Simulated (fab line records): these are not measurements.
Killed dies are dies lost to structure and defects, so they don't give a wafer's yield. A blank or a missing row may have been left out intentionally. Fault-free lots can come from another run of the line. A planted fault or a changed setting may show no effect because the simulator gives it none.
fab line records -- flow sky130
[record] lots = 13, wafers = 39, lastDay = 50
route steps=708 shown VT_ADJUST_HVTR@133 RES_PROTECT@215 SD_N@354
lots with no fault: from the same line, run without faults
startH: hours from the record's first day to the start of the lot's first wafer shown -- waitH: hours from the lot's prior step to this one -- " identical to the entry in the row above -- L1.1+2: several wafers, shown together as one row -- - either no value or no given start -- * or withheld: withheld -- < > ~ a bound
route shown NAME@n: NAME is a module with steps in the file, n the number in the route of the first one -- usual: average and standard deviation across the fault-free wafers -- same: alike in all rows -- chamber/n: place in a boat -- sites: the reading at each site -- _std_site: the values' standard deviation -- _edge_site: inner sites' mean taken away from outer sites' mean -- radiusMm: how far each site lies from the wafer's centre -- mask NAME#n: copy n -- behind: the last tool/chamber to shape the wafer -- hold: why the lot was held/for how many hours/how that ended -- device: which transistor (n, p or np) failed to switch -- end of line: at the end of the route, the tests of the same wafers -- step lacking rows: just its recipe -- killed: the dies lost at the first sort to structure and to defects; this is not the yield of the wafer -- map: a wafer's dies, marking killed ones x, the rest . and places with no die _
set.NAME: the setting that was run; set.NAME@STEP: the one run at that earlier step -- model.NAME: the simulator's own value behind a step, which no gauge read
route steps across a sampled set of lots; one table per step, one row per wafer
services: the hour from which a tool's chamber was out of use, counted from the record's first day as startH (under 0 if before that day), plus the number of hours and why
[[steps]]
[step SKY_VT_ADJUST_HVTR_COAT_02]
[recipe] resist = NOVOLAK, spinRpm = 3000, resistThkNm = 1140
[usual] spinSpeedRpm = 2999.9/1.9
lot.wafer,tool,chamber,startH,waitH,spinSpeedRpm
L315.1,lithoTrack-04,0,197.87,0.1,3001.5
L315.5,lithoTrack-04,0,197.87,0.1,3000.2
L315.6,lithoTrack-04,0,197.87,0.1,2999.3
L316.1,lithoTrack-02,0,207.78,0.1,2998.2
L316.3,lithoTrack-02,0,207.78,0.1,2999.7
L316.5,lithoTrack-02,0,207.78,0.1,3000.1
L317.2,lithoTrack-01,0,217.16,0.1,2997.6
L317.4,lithoTrack-01,0,217.16,0.1,2999.3
L317.5,lithoTrack-01,0,217.16,0.1,3002.3
L318.1,lithoTrack-01,0,220.38,0.1,2997.2
L318.3,lithoTrack-01,0,220.38,0.1,3000.4
L318.4,lithoTrack-01,0,220.38,0.1,2998.5
L319.3,lithoTrack-04,0,223.47,0.1,2994.1
L319.4,lithoTrack-04,0,223.47,0.1,2998.4
L319.5,lithoTrack-04,0,223.47,0.1,3000.8
L320.3,lithoTrack-01,0,242.58,0.1,2996.9
L320.5,lithoTrack-01,0,242.58,0.1,2999.5
L320.6,lithoTrack-01,0,242.58,0.1,2999.4
L322.3,lithoTrack-01,0,246.03,0.1,2998.4
L322.5,lithoTrack-01,0,246.03,0.1,3002.0
L322.6,lithoTrack-01,0,246.03,0.1,2998.3
L329.1,lithoTrack-01,0,297.38,0.1,2997.6
L329.2,lithoTrack-01,0,297.38,0.1,2999.2
L329.5,lithoTrack-01,0,297.38,0.1,2998.6
L330.2,lithoTrack-02,0,314.01,0.1,3140.2
L330.3,lithoTrack-02,0,314.01,0.1,3138.3
L330.4,lithoTrack-02,0,314.01,0.1,3137.2
L332.1,lithoTrack-02,0,323.03,0.1,3140.6
L332.3,lithoTrack-02,0,323.03,0.1,3140.2
L332.5,lithoTrack-02,0,323.03,0.1,3140.6
L333.1,lithoTrack-01,0,342.93,0.1,3000.8
L333.5,lithoTrack-01,0,342.93,0.1,3000.1
L333.6,lithoTrack-01,0,342.93,0.1,2999.3
L335.2,lithoTrack-04,0,345.44,0.1,2999.7
L335.3,lithoTrack-04,0,345.44,0.1,3000.4
L335.4,lithoTrack-04,0,345.44,0.1,2999.1
L337.1,lithoTrack-01,0,370.03,0.1,2996.9
L337.3,lithoTrack-01,0,370.03,0.1,2999.7
L337.5,lithoTrack-01,0,370.03,0.1,2999.3
[step SKY_VT_ADJUST_HVTR_OVL_MEAS_08]
[usual] VT_ADJUST_HVTR_OVL = -0.3/1.5
lot.wafer,tool,chamber,startH,waitH,VT_ADJUST_HVTR_OVL[nm]
L315.1,overlay-01,-,212.82,4.1,-1.1
L315.5,overlay-01,-,212.82,4.1,-1.6
L315.6,overlay-01,-,212.82,4.1,-2.6
L316.1,overlay-01,-,214.84,0.1,0.5
L316.3,overlay-01,-,214.84,0.1,0.7
L316.5,overlay-01,-,214.84,0.1,-0.3
L317.2,overlay-01,-,229.96,0.1,0.5
L317.4,overlay-01,-,229.96,0.1,-1.6
L317.5,overlay-01,-,229.96,0.1,-1.9
L318.1,overlay-01,-,233.00,0.1,1.0
L318.3,overlay-01,-,233.00,0.1,0.5
L318.4,overlay-01,-,233.00,0.1,2.4
L319.3,overlay-02,-,235.15,0.1,-1.2
L319.4,overlay-02,-,235.15,0.1,-1.0
L319.5,overlay-02,-,235.15,0.1,-2.1
L320.3,overlay-01,-,255.46,0.1,-2.2
L320.5,overlay-01,-,255.46,0.1,2.5
L320.6,overlay-01,-,255.46,0.1,1.4
L322.3,overlay-02,-,258.75,0.1,1.1
L322.5,overlay-02,-,258.75,0.1,-0.1
L322.6,overlay-02,-,258.75,0.1,0.4
L329.1,overlay-01,-,310.70,0.1,-0.5
L329.2,overlay-01,-,310.70,0.1,0.2
L329.5,overlay-01,-,310.70,0.1,1.5
L330.2,overlay-01,-,327.21,0.1,-0.8
L330.3,overlay-01,-,327.21,0.1,1.1
L330.4,overlay-01,-,327.21,0.1,-2.0
L332.1,overlay-01,-,337.60,0.1,0.7
L332.3,overlay-01,-,337.60,0.1,1.9
L332.5,overlay-01,-,337.60,0.1,-0.5
L333.1,overlay-01,-,356.80,0.1,1.4
L333.5,overlay-01,-,356.80,0.1,-0.1
L333.6,overlay-01,-,356.80,0.1,-1.0
L335.2,overlay-02,-,359.79,0.1,-2.5
L335.3,overlay-02,-,359.79,0.1,-2.2
L335.4,overlay-02,-,359.79,0.1,-0.9
L337.1,overlay-01,-,384.40,0.1,0.6
L337.3,overlay-01,-,384.40,0.1,-0.3
L337.5,overlay-01,-,384.40,0.1,0.2
[step SKY_VT_ADJUST_HVTR_STRIP_10]
[recipe] chemistry = O2/N2, powerW = 1400, pressureMtorr = 1500, platenTempC = withheld, o2FlowSccm = 3000, n2FlowSccm = 300, overashFraction = 0.5
[usual] drypumpMotorCurrentA = 5.9/0.46, oesProductAu = 0.716/0.0047, stripTimeToEndpointS = 14.20/0.04
[same] overashFraction = 0.5
lot.wafer,tool,chamber,startH,waitH,drypumpMotorCurrentA,oesProductAu,rfHoursCounterH,stripTimeToEndpointS
L315.1,plasmaAsher-02,1,213.59,0.1,6.5,0.718,54,14.15
L315.5,plasmaAsher-02,1,213.59,0.1,6.5,0.710,-,14.16
L315.6,plasmaAsher-02,0,213.59,0.1,6.3,0.720,-,14.20
L316.1,plasmaAsher-02,1,215.84,0.1,6.5,0.728,55,14.16
L316.3,plasmaAsher-02,1,215.84,0.1,6.5,0.704,-,14.18
L316.5,plasmaAsher-02,1,215.84,0.1,6.5,0.723,-,14.15
L317.2,plasmaAsher-01,1,230.14,0.1,6.1,0.714,11,14.19
L317.4,plasmaAsher-01,0,230.14,0.1,5.7,0.716,-,14.27
L317.5,plasmaAsher-01,1,230.14,0.1,6.1,0.713,-,14.25
L318.1,plasmaAsher-02,0,233.19,0.1,6.3,0.710,56,14.24
L318.3,plasmaAsher-02,0,233.19,0.1,6.3,0.719,-,14.24
L318.4,plasmaAsher-02,1,233.19,0.1,6.5,0.703,-,14.25
L319.3,plasmaAsher-04,0,235.36,0.1,5.2,0.716,-,14.18
L319.4,plasmaAsher-04,1,235.36,0.1,5.7,0.720,-,14.19
L319.5,plasmaAsher-04,1,235.36,0.1,5.7,0.720,-,14.16
L320.3,plasmaAsher-04,1,255.67,0.1,5.7,0.714,-,14.22
L320.5,plasmaAsher-04,1,255.67,0.1,5.7,0.715,-,14.22
L320.6,plasmaAsher-04,0,255.67,0.1,5.2,0.712,-,14.19
L322.3,plasmaAsher-02,0,258.96,0.1,6.2,0.711,-,14.23
L322.5,plasmaAsher-02,1,258.96,0.1,6.5,0.715,-,14.23
L322.6,plasmaAsher-02,0,258.96,0.1,6.3,0.715,-,14.24
L329.1,plasmaAsher-01,0,310.89,0.1,5.7,0.721,16,14.26
L329.2,plasmaAsher-01,1,310.89,0.1,6.1,0.712,16,14.25
L329.5,plasmaAsher-01,1,310.89,0.1,6.1,0.718,-,14.23
L330.2,plasmaAsher-02,1,327.39,0.1,6.5,0.715,66,13.84
L330.3,plasmaAsher-02,0,327.39,0.1,6.2,0.710,-,13.83
L330.4,plasmaAsher-02,1,327.39,0.1,6.5,0.719,-,13.87
L332.1,plasmaAsher-04,1,337.79,0.1,5.7,0.725,51,13.90
L332.3,plasmaAsher-04,1,337.79,0.1,5.7,0.715,-,13.91
L332.5,plasmaAsher-04,1,337.79,0.1,5.7,0.714,-,13.89
L333.1,plasmaAsher-02,1,356.99,0.1,6.5,0.715,69,14.18
L333.5,plasmaAsher-02,1,356.99,0.1,6.5,0.715,-,14.17
L333.6,plasmaAsher-02,0,356.99,0.1,6.3,0.715,-,14.18
L335.2,plasmaAsher-04,1,359.97,0.1,5.7,0.713,54,14.16
L335.3,plasmaAsher-04,1,359.97,0.1,5.7,0.717,-,14.17
L335.4,plasmaAsher-04,0,359.97,0.1,5.2,0.725,-,14.17
L337.1,plasmaAsher-01,0,384.59,0.1,5.7,0.712,23,14.17
L337.3,plasmaAsher-01,1,384.59,0.1,6.1,0.713,-,14.17
L337.5,plasmaAsher-01,1,384.59,0.1,6.1,0.720,-,14.15
[step SKY_RES_PROTECT_TW_MEAS_08]
[usual] POLY_GATE_TW = 4007/40
lot.wafer,tool,chamber,startH,waitH,POLY_GATE_TW
L315.1,filmMetro-01,-,343.62,0.1,4015
L315.5,filmMetro-01,-,343.62,0.1,4015
L315.6,filmMetro-01,-,343.62,0.1,4025
L316.1,filmMetro-04,-,353.98,0.1,3996
L316.3,filmMetro-04,-,353.98,0.1,3993
L316.5,filmMetro-04,-,353.98,0.1,3994
L317.2,filmMetro-04,-,364.95,0.1,3943
L317.4,filmMetro-04,-,364.95,0.1,3977
L317.5,filmMetro-04,-,364.95,0.1,3992
L318.1,filmMetro-03,-,373.18,0.1,4042
L318.3,filmMetro-03,-,373.18,0.1,4048
L318.4,filmMetro-03,-,373.18,0.1,4023
L319.3,filmMetro-04,-,374.80,0.1,3953
L319.4,filmMetro-04,-,374.80,0.1,3943
L319.5,filmMetro-04,-,374.80,0.1,3942
L320.3,filmMetro-03,-,401.76,0.1,4018
L320.5,filmMetro-03,-,401.76,0.1,4047
L320.6,filmMetro-03,-,401.76,0.1,4030
L322.3,filmMetro-03,-,403.35,0.1,4058
L322.5,filmMetro-03,-,403.35,0.1,4033
L322.6,filmMetro-03,-,403.35,0.1,4034
L329.1,filmMetro-03,-,468.24,0.1,4042
L329.2,filmMetro-03,-,468.24,0.1,4058
L329.5,filmMetro-03,-,468.24,0.1,4077
L330.2,filmMetro-01,-,484.93,0.1,4009
L330.3,filmMetro-01,-,484.93,0.1,3992
L330.4,filmMetro-01,-,484.93,0.1,4007
L332.1,filmMetro-01,-,496.55,0.1,3997
L332.3,filmMetro-01,-,496.55,0.1,3991
L332.5,filmMetro-01,-,496.55,0.1,3988
L333.1,filmMetro-01,-,519.04,0.1,3998
L333.5,filmMetro-01,-,519.04,0.1,3989
L333.6,filmMetro-01,-,519.04,0.1,4013
L335.2,filmMetro-04,-,522.08,0.1,3940
L335.3,filmMetro-04,-,522.08,0.1,3925
L335.4,filmMetro-04,-,522.08,0.1,3953
L337.1,filmMetro-04,-,544.84,0.1,3972
L337.3,filmMetro-04,-,544.84,0.1,3990
L337.5,filmMetro-04,-,544.84,0.1,3971
[step SKY_SD_N_TW_MEAS_12]
[usual] SD_N_TW = 3983/41
lot.wafer,tool,chamber,startH,waitH,SD_N_TW
L315.1,filmMetro-04,-,653.84,0.1,3956
L315.5,filmMetro-04,-,653.84,0.1,3954
L315.6,filmMetro-04,-,653.84,0.1,3928
L316.1,filmMetro-02,-,667.49,0.1,4005
L316.3,filmMetro-02,-,667.49,0.1,4003
L316.5,filmMetro-02,-,667.49,0.1,4025
L317.2,filmMetro-04,-,673.45,0.1,3965
L317.4,filmMetro-04,-,673.45,0.1,3955
L317.5,filmMetro-04,-,673.45,0.1,3953
L318.1,filmMetro-03,-,680.24,0.1,3994
L318.3,filmMetro-03,-,680.24,0.1,4026
L318.4,filmMetro-03,-,680.24,0.1,4018
L319.3,filmMetro-02,-,684.36,0.1,4019
L319.4,filmMetro-02,-,684.36,0.1,4014
L319.5,filmMetro-02,-,684.36,0.1,4022
L320.3,filmMetro-03,-,708.26,0.1,4034
L320.5,filmMetro-03,-,708.26,0.1,4018
L320.6,filmMetro-03,-,708.26,0.1,4016
L322.3,filmMetro-02,-,708.96,0.1,4030
L322.5,filmMetro-02,-,708.96,0.1,4018
L322.6,filmMetro-02,-,708.96,0.1,4022
L329.1,filmMetro-02,-,765.79,0.1,4030
L329.2,filmMetro-02,-,765.79,0.1,4009
L329.5,filmMetro-02,-,765.79,0.1,4037
L330.2,filmMetro-02,-,779.45,0.1,4037
L330.3,filmMetro-02,-,779.45,0.1,4036
L330.4,filmMetro-02,-,779.45,0.1,4059
L332.1,filmMetro-04,-,790.84,0.1,3956
L332.3,filmMetro-04,-,790.84,0.1,3979
L332.5,filmMetro-04,-,790.84,0.1,3952
L333.1,filmMetro-03,-,807.34,0.1,3935
L333.5,filmMetro-03,-,807.34,0.1,3967
L333.6,filmMetro-03,-,807.34,0.1,3965
L335.2,filmMetro-03,-,813.20,0.1,3949
L335.3,filmMetro-03,-,813.20,0.1,3953
L335.4,filmMetro-03,-,813.20,0.1,3960
L337.1,filmMetro-02,-,835.29,0.1,4016
L337.3,filmMetro-02,-,835.29,0.1,3999
L337.5,filmMetro-02,-,835.29,0.1,4024
[[services]]
tool,chamber,startH,hours,kind
lithoTrack-02,-,240.15,-,consumableReplace:filter
plasmaAsher-01,-,280.96,28.1,pm
plasmaAsher-01,-,354.10,7.1,repair
plasmaAsher-02,-,357.24,28.1,pm
[[key]]
[firstSign] step = SKY_VT_ADJUST_HVTR_COAT_02, reading = spinSpeedRpm, direction = up, sigmas = 75, usual = 2999.9, struck = 3139.5
[effect] step = SKY_VT_ADJUST_HVTR_STRIP_10, reading = stripTimeToEndpointS, direction = down, sigmas = 8.1, usual = *, struck = *
metAt SKY_VT_ADJUST_HVTR_COAT_02
struckLots L330,L332
testerLeftOut L330,L332
notActingAt SKY_VT_ADJUST_HVTR_OVL_MEAS_08,SKY_RES_PROTECT_TW_MEAS_08,SKY_SD_N_TW_MEAS_12
onsetBetween 207.78 314.01
[fault] kind = processParameterDrift, tool = lithoTrack-02, chamber = -, onsetH = 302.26, steps = SKY_VT_ADJUST_HVTR_COAT_02, channel = spinRpm, offset = 139.51, shape = step, endH = 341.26, actsIn = theseRecipesOnly, stated = 3000
// testerLeftOut: of these lots the tester's yield and bins aren't shown, on N5 and GAA mostly nor the transistor test; their killed dies are dies lost to structure and defects alone, not to doping, threshold or leakage, so they don't give the yield
